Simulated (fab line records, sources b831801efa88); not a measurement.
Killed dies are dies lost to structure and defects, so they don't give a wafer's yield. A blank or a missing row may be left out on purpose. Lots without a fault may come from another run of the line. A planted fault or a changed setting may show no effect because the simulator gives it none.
Tool commonality check | flow sky130 | 11 lots, 33 wafers sampled

WHY IT WAS OPENED
At SKY_SD_N_RS_MEAS_16 the reading SD_N_RS is flagged on 2 of 11 lots. Wafers without a fault read 68.58 ohm/sq, standard deviation 0.13.
Rule: a lot is flagged when every wafer of it that has a number lies more than 4 standard deviations from that mean, or none has a number. The other lots count as sound.

lot  | measured     | on            | SD_N_RS (ohm/sq), wafer by wafer | flag
L257 | day 28 17:07 | film_metro-04 | 68.49 68.48 68.68                |
L259 | day 29 12:03 | film_metro-02 | 68.65 68.51 68.59                |
L261 | day 30 03:58 | film_metro-04 | 68.62 68.89 68.62                |
L260 | day 30 08:03 | film_metro-03 | 70.25 70.25 70.31                | FLAGGED
L262 | day 30 18:44 | film_metro-02 | 70.49 70.63 70.30                | FLAGGED
L272 | day 33 18:19 | film_metro-02 | 68.66 68.71 68.70                |
L273 | day 34 00:01 | film_metro-04 | 68.48 68.58 68.41                |
L275 | day 35 00:41 | film_metro-04 | 68.39 68.40 68.30                |
L276 | day 35 03:11 | film_metro-04 | 68.41 68.72 68.65                |
L278 | day 35 07:07 | film_metro-04 | 68.65 68.63 68.50                |
L277 | day 35 11:16 | film_metro-02 | 68.80 68.66 68.73                |
The numbers of the flagged lots are 70.37 ohm/sq on average: +1.79 ohm/sq against the usual, or +14 standard deviations.

WHICH TOOL RAN EACH LOT
The record holds 3 process steps before the reading, out of a route of 708 steps. In each cell: the tool, then ch and the chambers that the sampled wafers went through, then the start.
lot  | flag    | SKY_LDD_HVN_STRIP_09                 | SKY_SD_N_IMPLANT_09             | SKY_SD_N_STRIP_11
L257 |         | plasma_asher-03 ch 0,1, day 21 03:50 | implanter-01 ch 0, day 28 16:28 | plasma_asher-03 ch 0,1, day 28 16:43
L259 |         | plasma_asher-02 ch 0,1, day 21 23:44 | implanter-01 ch 0, day 29 11:22 | plasma_asher-03 ch 0,1, day 29 11:40
L261 |         | plasma_asher-03 ch 0,1, day 22 15:17 | implanter-01 ch 0, day 30 03:17 | plasma_asher-03 ch 0,1, day 30 03:34
L260 | FLAGGED | plasma_asher-02 ch 0,1, day 22 19:35 | implanter-01 ch 0, day 30 07:22 | plasma_asher-03 ch 0,1, day 30 07:40
L262 | FLAGGED | plasma_asher-03 ch 0,1, day 23 09:23 | implanter-01 ch 0, day 30 18:04 | plasma_asher-01 ch 0,1, day 30 18:22
L272 |         | plasma_asher-03 ch 0,1, day 26 15:50 | implanter-04 ch 0, day 33 17:38 | plasma_asher-01 ch 0, day 33 17:55
L273 |         | plasma_asher-01 ch 0,1, day 26 23:26 | implanter-01 ch 0, day 33 23:20 | plasma_asher-03 ch 0,1, day 33 23:36
L275 |         | plasma_asher-01 ch 0,1, day 27 23:44 | implanter-01 ch 0, day 35 00:01 | plasma_asher-01 ch 0,1, day 35 00:17
L276 |         | plasma_asher-02 ch 0,1, day 28 01:38 | implanter-04 ch 0, day 35 02:31 | plasma_asher-01 ch 0,1, day 35 02:48
L278 |         | plasma_asher-03 ch 0,1, day 28 10:08 | implanter-03 ch 0, day 35 06:26 | plasma_asher-01 ch 1, day 35 06:43
L277 |         | plasma_asher-01 ch 0,1, day 28 12:46 | implanter-01 ch 0, day 35 10:35 | plasma_asher-04 ch 0,1, day 35 10:52
What these steps do:
- SKY_LDD_HVN_STRIP_09: strips in O2/N2.
- SKY_SD_N_IMPLANT_09
- SKY_SD_N_STRIP_11: strips in O2/N2.
- SKY_SD_N_RS_MEAS_16: measures by four-point-probe.

FLAGGED OVER TOTAL, TOOL BY TOOL (the gauges that took the reading come last)
step                 | tool            | lots run | flagged | share of the flagged lots | sound lots run after its first flagged lot
SKY_LDD_HVN_STRIP_09 | plasma_asher-01 | 3        | 0       | none                      | -
SKY_LDD_HVN_STRIP_09 | plasma_asher-02 | 3        | 1       | some                      | 1 (L276)
SKY_LDD_HVN_STRIP_09 | plasma_asher-03 | 5        | 1       | some                      | 2 (L272,L278)
SKY_SD_N_IMPLANT_09  | implanter-01    | 8        | 2       | all                       | 3 (L273,L275,L277)
SKY_SD_N_IMPLANT_09  | implanter-03    | 1        | 0       | none                      | -
SKY_SD_N_IMPLANT_09  | implanter-04    | 2        | 0       | none                      | -
SKY_SD_N_STRIP_11    | plasma_asher-01 | 5        | 1       | some                      | 4 (L272,L275,L276,L278)
SKY_SD_N_STRIP_11    | plasma_asher-03 | 5        | 1       | some                      | 1 (L273)
SKY_SD_N_STRIP_11    | plasma_asher-04 | 1        | 0       | none                      | -
SKY_SD_N_RS_MEAS_16  | film_metro-02   | 4        | 1       | some                      | 2 (L272,L277)
SKY_SD_N_RS_MEAS_16  | film_metro-03   | 1        | 1       | some                      | 0
SKY_SD_N_RS_MEAS_16  | film_metro-04   | 6        | 0       | none                      | -

WHAT THE TABLE ALLOWS
1 row of the table ran every flagged lot: implanter-01 at SKY_SD_N_IMPLANT_09.
- implanter-01 at SKY_SD_N_IMPLANT_09: 2 of its 8 lots flagged. Sound lots ran on it after the first flagged one (L273, L275, L277), which a lasting fault on the whole tool wouldn't allow. Its own readings lie more than 4 standard deviations out on every wafer of the flagged lots: beam_energy_keV.
No row of the table ran every flagged lot and no sound lot after the first.

WHAT THE SIMULATOR HAD PUT IN
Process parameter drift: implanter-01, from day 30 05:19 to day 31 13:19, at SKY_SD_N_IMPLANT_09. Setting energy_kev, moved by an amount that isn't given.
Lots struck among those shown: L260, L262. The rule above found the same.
